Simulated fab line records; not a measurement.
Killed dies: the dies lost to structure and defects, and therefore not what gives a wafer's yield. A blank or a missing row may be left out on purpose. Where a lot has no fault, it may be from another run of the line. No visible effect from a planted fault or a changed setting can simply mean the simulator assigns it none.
Chamber matching -- flow gf180mcu -- rie-si-02 running GF_STI_ETCH_14: 4 sister chambers
The step etches Si in HBr/Cl2/O2, target depth 360 nm, time 102.9 s. 16 wafers are shown with their chamber, then 8 later ones without.

WAFERS PAIRED WITH THEIR CHAMBERS
wafer,chamber,run-length-s (s),oes-product-au (a.u.),throttle-valve-pct (%)
L895.1,3,131.2,0.991,25.672
L895.4,2,132.2,0.989,25.649
L895.5,1,130.8,0.983,25.668
L896.2,1,130.5,0.994,25.666
L896.3,3,130.9,0.988,25.665
L896.6,3,131.4,1.000,25.662
L897.1,2,132.5,1.002,25.664
L897.5,0,132.1,0.983,25.679
L897.6,3,131.0,0.998,25.666
L898.1,3,131.4,0.997,25.661
L898.3,2,131.8,0.999,25.651
L898.6,0,131.4,0.983,25.655
L900.2,1,130.7,0.999,25.675
L900.4,3,131.0,1.005,25.658
L900.5,1,130.8,1.007,25.657
L901.3,2,132.1,0.996,25.655

SIGNATURES (means of the wafers above)
reading,chamber 0,chamber 1,chamber 2,chamber 3,scatter within a chamber
run-length-s,131.750,130.700,132.150,131.150,0.257
oes-product-au,0.98300,0.99575,0.99650,0.99650,0.00698
throttle-valve-pct,25.66700,25.66650,25.65475,25.66400,0.00766
Rule: a wafer lies at a distance from a chamber equal to the root of the sum of squares, over the readings, of (its reading less the chamber's mean, divided by the reading's scatter). If the next closest chamber is less than 2 further off than the closest, the wafer can't be placed; otherwise it belongs to the closest. The scatter is the square root of a quotient: the sum, over the shown wafers, of each reading's squared deviation from its chamber's mean, divided by wafers minus chambers.

WAFERS WITH NO CHAMBER GIVEN
wafer,run-length-s (s),oes-product-au (a.u.),throttle-valve-pct (%)
L901.5,131.8,1.007,25.649
L901.6,130.5,0.989,25.654
L904.2,131.0,1.000,25.666
L904.3,131.9,0.989,25.666
L904.5,131.6,0.986,25.661
L912.2,131.4,0.983,25.667
L912.3,131.5,0.994,25.655
L915.6,131.6,1.005,25.666

EACH ONE'S CHAMBER
wafer,from the rows above,in truth
L901.5,can't be placed: 2 or 3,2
L901.6,can't be placed: 1 or 3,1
L904.2,can't be placed: 3 or 1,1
L904.3,can't be placed: 0 or 2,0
L904.5,can't be placed: 0 or 3 or 2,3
L912.2,can't be placed: 0 or 3 or 1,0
L912.3,can't be placed: 3 or 0 or 2 or 1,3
L915.6,can't be placed: 3 or 2 or 0 or 1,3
Correct placement for 0 of the 8. Can't be placed from these rows: 8 (the true chamber is among the candidates in 8). Wrongly placed: 0.
